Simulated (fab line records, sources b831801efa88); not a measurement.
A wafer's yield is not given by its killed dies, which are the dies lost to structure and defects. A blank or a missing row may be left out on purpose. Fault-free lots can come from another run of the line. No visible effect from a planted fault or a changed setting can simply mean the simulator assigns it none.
Which tool is to blame?	flow gf180mcu	24 lots, 72 wafers sampled, at 5 steps of a route of 602

== WHAT THE GAUGES SHOWED, per wafer ==
GF_VT_IMPLANT_OVL_MEAS_18. Usual: VT_IMPLANT_01_OVL gives 0.7 nm (standard deviation 1.7).
lot	measured	on	VT_IMPLANT_01_OVL (nm)	flag
L074	day 6 04:04	overlay-01	-0.1 0.3 1.0	
L075	day 6 09:19	overlay-01	-0.8 1.6 1.2	
L076	day 6 19:31	overlay-01	0.6 0.6 -0.5	
L077	day 7 00:15	overlay-02	3.6 1.9 3.4	
L078	day 7 05:48	overlay-02	-3.1 -3.4 -3.7	
L079	day 7 13:31	overlay-01	-1.1 -1.2 -1.5	
L080	day 7 19:43	overlay-02	2.6 2.1 2.4	
L081	day 8 00:19	overlay-01	-2.1 -0.7 -0.5	
L082	day 8 08:58	overlay-01	2.3 2.0 0.9	
L083	day 8 10:52	overlay-01	-1.0 0.1 1.4	
L084	day 8 20:49	overlay-02	2.1 0.9 1.0	
L085	day 9 03:54	overlay-01	-0.1 -0.3 -0.1	
L086	day 9 09:17	overlay-02	-0.2 -0.5 -1.2	
L087	day 9 16:58	overlay-01	4.0 2.6 3.4	
L088	day 9 23:55	overlay-02	1.2 3.3 1.8	
L089	day 10 03:46	overlay-01	2.4 2.9 2.1	
L090	day 10 08:47	overlay-02	0.4 2.1 0.5	
L092	day 11 05:08	overlay-01	-1.3 -1.3 -1.8	
L091	day 11 06:41	overlay-02	3.2 2.8 2.6	
L093	day 11 11:49	overlay-01	1.6 0.8 2.2	
L094	day 11 13:13	overlay-01	-0.5 0.2 -0.3	
L095	day 11 16:44	overlay-01	0.7 0.9 0.7	
L096	day 12 06:22	overlay-01	-0.3 -0.7 -0.5	
L097	day 12 15:38	overlay-01	2.8 -0.2 1.2	

GF_M4_RS_MEAS_05: measurement is done with a four-point probe. Usual: M4_ALCU_RS gives 0.0696 ohm/sq (standard deviation 0.00059).
lot	measured	on	M4_ALCU_RS (ohm/sq)	flag
L074	day 22 04:35	film metro-02	0.0688 0.0686 0.0684	
L075	day 22 18:14	film metro-02	0.0690 0.0691 0.0700	
L076	day 23 00:23	film metro-02	0.0687 0.0693 0.0694	
L077	day 23 11:30	film metro-03	0.0700 0.0697 0.0701	
L078	day 23 23:29	film metro-03	0.0701 0.0696 0.0695	
L079	day 24 12:17	film metro-03	0.0714 0.0709 0.0710	
L080	day 24 15:57	film metro-03	0.0698 0.0690 0.0695	
L081	day 24 19:17	film metro-02	0.0709 0.0697 0.0702	
L082	day 25 09:34	film metro-02	0.0692 0.0695 0.0687	
L083	day 25 10:37	film metro-02	0.0693 0.0692 0.0694	
L084	day 25 20:24	film metro-02	0.0697 0.0691 0.0692	
L085	day 26 05:27	film metro-02	0.0709 0.0702 0.0708	
L086	day 26 09:53	film metro-02	0.0697 0.0701 0.0690	
L087	day 27 01:55	film metro-03	0.0700 0.0695 0.0695	
L088	day 27 05:58	film metro-02	0.0694 0.0704 0.0693	
L089	day 27 07:41	film metro-02	0.0694 0.0700 0.0699	
L090	day 27 11:35	film metro-02	0.0690 0.0692 0.0694	
L092	day 28 14:45	film metro-02	0.0699 0.0695 0.0705	
L091	day 28 13:25	film metro-02	0.0702 0.0697 0.0701	
L093	day 28 20:39	film metro-03	0.0691 0.0690 0.0692	
L094	day 28 21:50	film metro-03	0.0694 0.0700 0.0697	
L095	day 28 23:53	film metro-03	0.0692 0.0689 0.0694	
L096	day 29 15:58	film metro-02	0.0696 0.0696 0.0694	
L097	day 30 01:53	film metro-02	0.0699 0.0702 0.0705	

GF_V5_OVL_MEAS_15. Usual: V5_OVL gives -3 nm (standard deviation 5.2).
lot	measured	on	V5_OVL (nm)	flag
L074	day 26 22:05	overlay-02	3 5 10	
L075	day 27 10:07	overlay-02	-12 -6 -5	
L076	day 27 13:59	overlay-02	-8 -2 -6	
L077	day 28 03:37	overlay-02	-16 -16 -15	
L078	day 28 09:10	overlay-02	1 1 2	
L079	day 28 20:52	overlay-01	-8 -9 -6	
L080	day 29 01:32	overlay-01	-1 -2 -4	
L081	day 29 05:19	overlay-01	-4 4 2	
L082	day 29 16:52	overlay-02	-4 0 -2	
L083	day 29 16:52	overlay-01	-6 -5 -11	
L084	day 30 02:34	overlay-02	-3 2 -1	
L085	day 30 11:01	overlay-01	-4 -2 -9	
L086	day 30 14:49	overlay-01	-6 -1 3	
L087	day 31 05:10	overlay-01	-8 -5 -9	
L088	day 31 07:10	overlay-01	-5 -5 -4	
L089	day 31 09:04	overlay-01	0 -7 -10	
L090	day 31 13:25	overlay-02	-1 -9 -8	
L092	day 32 12:58	overlay-01	-1 0 -1	
L091	day 32 12:53	overlay-02	-6 4 -8	
L093	day 32 17:20	overlay-02	-6 -1 -4	
L094	day 32 19:04	overlay-02	7 2 6	
L095	day 32 20:25	overlay-02	-4 0 0	
L096	day 33 09:37	overlay-02	1 5 -4	
L097	day 33 18:43	overlay-01	4 -2 -12	

== TOOL THAT RAN EACH LOT (tool first, then ch and the chambers of the sampled wafers, then the start) ==
lot	GF_V1_ETCH_17	GF_M3_SPUTTER_00
L074	rie diel-03 ch 1,2,3, day 20 02:24 or earlier	pvd sputter-04, day 20 02:24
L075	rie diel-03 ch 1,2, day 20 17:19 or earlier	pvd sputter-04, day 20 17:19
L076	rie diel-04 ch 1,2, day 20 22:43 or earlier	pvd sputter-02, day 20 22:43
L077	rie diel-01 ch 0,2, day 21 08:49 or earlier	pvd sputter-02, day 21 08:49
L078	rie diel-01 ch 0,1,3, day 21 22:34 or earlier	pvd sputter-03, day 21 22:34
L079	rie diel-01 ch 0,2, day 22 12:11 or earlier	pvd sputter-03, day 22 12:11
L080	rie diel-04 ch 2,3, day 22 15:15 or earlier	pvd sputter-03, day 22 15:15
L081	rie diel-03 ch 0,2,3, day 22 19:54 or earlier	pvd sputter-03, day 22 19:54
L082	rie diel-03 ch 1,2,3, day 23 10:21 or earlier	pvd sputter-03, day 23 10:21
L083	rie diel-01 ch 0,3, day 23 11:49 or earlier	pvd sputter-03, day 23 11:49
L084	rie diel-03 ch 0,2,3, day 23 21:55 or earlier	pvd sputter-02, day 23 21:55
L085	rie diel-01 ch 0,3, day 24 08:00 or earlier	pvd sputter-04, day 24 08:00
L086	rie diel-01 ch 1,3, day 24 13:27 or earlier	pvd sputter-02, day 24 13:27
L087	rie diel-01 ch 0,2, day 25 05:01 or earlier	pvd sputter-03, day 25 05:01
L088	rie diel-03 ch 2,3, day 25 10:28 or earlier	pvd sputter-04, day 25 10:28
L089	rie diel-04 ch 1,2, day 25 11:40 or earlier	pvd sputter-02, day 25 11:40
L090	rie diel-04 ch 1,2,3, day 25 16:19 or earlier	pvd sputter-03, day 25 16:19
L092	rie diel-01 ch 0,2,3, day 26 19:33 or earlier	pvd sputter-02, day 26 19:33
L091	rie diel-04 ch 1,2,3, day 26 18:36 or earlier	pvd sputter-03, day 26 18:36
L093	rie diel-03 ch 0,2, day 27 02:33 or earlier	pvd sputter-04, day 27 02:33
L094	rie diel-04 ch 0,2,3, day 27 03:28 or earlier	pvd sputter-02, day 27 03:28
L095	rie diel-04 ch 0,2,3, day 27 05:27 or earlier	pvd sputter-04, day 27 05:27
L096	rie diel-03 ch 0,2, day 27 21:26 or earlier	pvd sputter-04, day 27 21:26
L097	rie diel-04 ch 0,1,2, day 28 08:36 or earlier	pvd sputter-03, day 28 08:36
- GF_V1_ETCH_17: etches SiO2 in C4F8/O2/Ar, stops on TiN, target depth 630 nm.
- GF_M3_SPUTTER_00: material Ti, target thk 37.5 nm, time 150 s.

== WHAT THE TOOLS THEMSELVES READ (means of the sampled wafers that have a number; where no wafer has one, the mark that the record gives instead) ==
GF_V1_ETCH_17. Usual: bias w 1200 W, standard deviation 3.5; chamber pressure mTorr 40.00 mTorr, standard deviation 0.041; oes product au 0.856 a.u., standard deviation 0.0051.
lot	tool	bias w (W)	chamber pressure mTorr (mTorr)	oes product au (a.u.)	flag
L074	rie diel-03	1198	40.01	0.853	
L075	rie diel-03	1204	39.98	0.863	
L076	rie diel-04	1202	40.01	0.851	
L077	rie diel-01	1202	40.01	0.854	
L078	rie diel-01	1198	40.01	0.854	
L079	rie diel-01	1202	40.00	0.860	
L080	rie diel-04	1202	40.03	0.858	
L081	rie diel-03	1202	40.00	0.857	
L082	rie diel-03	1202	39.96	0.856	
L083	rie diel-01	1203	40.00	0.860	
L084	rie diel-03	1201	40.06	0.856	
L085	rie diel-01	1201	40.01	0.852	
L086	rie diel-01	1199	40.00	0.856	
L087	rie diel-01	1198	39.99	0.852	
L088	rie diel-03	1197	40.02	0.856	
L089	rie diel-04	1198	40.00	0.853	
L090	rie diel-04	1196	40.00	0.861	
L092	rie diel-01	1200	40.00	0.855	
L091	rie diel-04	1200	39.98	0.855	
L093	rie diel-03	1202	40.01	0.853	
L094	rie diel-04	1199	39.98	0.854	
L095	rie diel-04	1205	39.96	0.855	
L096	rie diel-03	1200	40.02	0.855	
L097	rie diel-04	1201	40.02	0.852	

GF_M3_SPUTTER_00. Usual: cathode dc power W 4000.0 W, standard deviation 0.72; chamber pressure pa 2.000 Pa, standard deviation 0.004; throttle valve pct 30.1 %, standard deviation 1.
lot	tool	cathode dc power W (W)	chamber pressure pa (Pa)	throttle valve pct (%)	flag
L074	pvd sputter-04	4000.2	1.999	29.0	
L075	pvd sputter-04	4000.3	2.000	28.1	
L076	pvd sputter-02	4000.5	1.996	30.7	
L077	pvd sputter-02	4000.0	1.997	30.4	
L078	pvd sputter-03	4000.0	2.003	30.1	
L079	pvd sputter-03	3999.1	2.001	29.9	
L080	pvd sputter-03	3999.8	1.998	30.2	
L081	pvd sputter-03	4000.2	2.002	30.4	
L082	pvd sputter-03	3999.9	2.000	30.0	
L083	pvd sputter-03	4000.0	2.004	29.9	
L084	pvd sputter-02	3999.7	2.002	30.7	
L085	pvd sputter-04	4000.4	1.999	28.8	
L086	pvd sputter-02	3999.5	1.999	30.4	
L087	pvd sputter-03	4000.3	2.002	30.0	
L088	pvd sputter-04	3999.6	1.996	28.8	
L089	pvd sputter-02	4000.3	1.993	30.4	
L090	pvd sputter-03	3999.6	1.997	30.2	
L092	pvd sputter-02	4000.3	2.003	30.3	
L091	pvd sputter-03	3999.3	1.998	30.4	
L093	pvd sputter-04	3999.8	2.003	28.8	
L094	pvd sputter-02	3999.9	2.000	31.1	
L095	pvd sputter-04	3999.9	1.999	29.3	
L096	pvd sputter-04	4000.4	2.000	29.7	
L097	pvd sputter-03	4000.1	2.001	30.2	

== THE ANSWER, worked out from the rows above alone ==
Rule: lot off if the mean of its wafers having a number is beyond 3 standard deviations from the usual mean. Also off: a lot with no number at a reading for which 4 or more lots have one. Where the step has rows for the other lots, those lots are counted as sound. After the gauges, taken in route order, come the tools' own readings; for these a lot's mean is taken, as printed above. The first step at which some lot is off is used, and at that step the reading that is off furthest; a lot without a number counts as furthest.
Across all readings shown, no lot is off: no conclusion can be drawn from this.

== WHAT WAS PUT IN BY THE SIMULATOR ==
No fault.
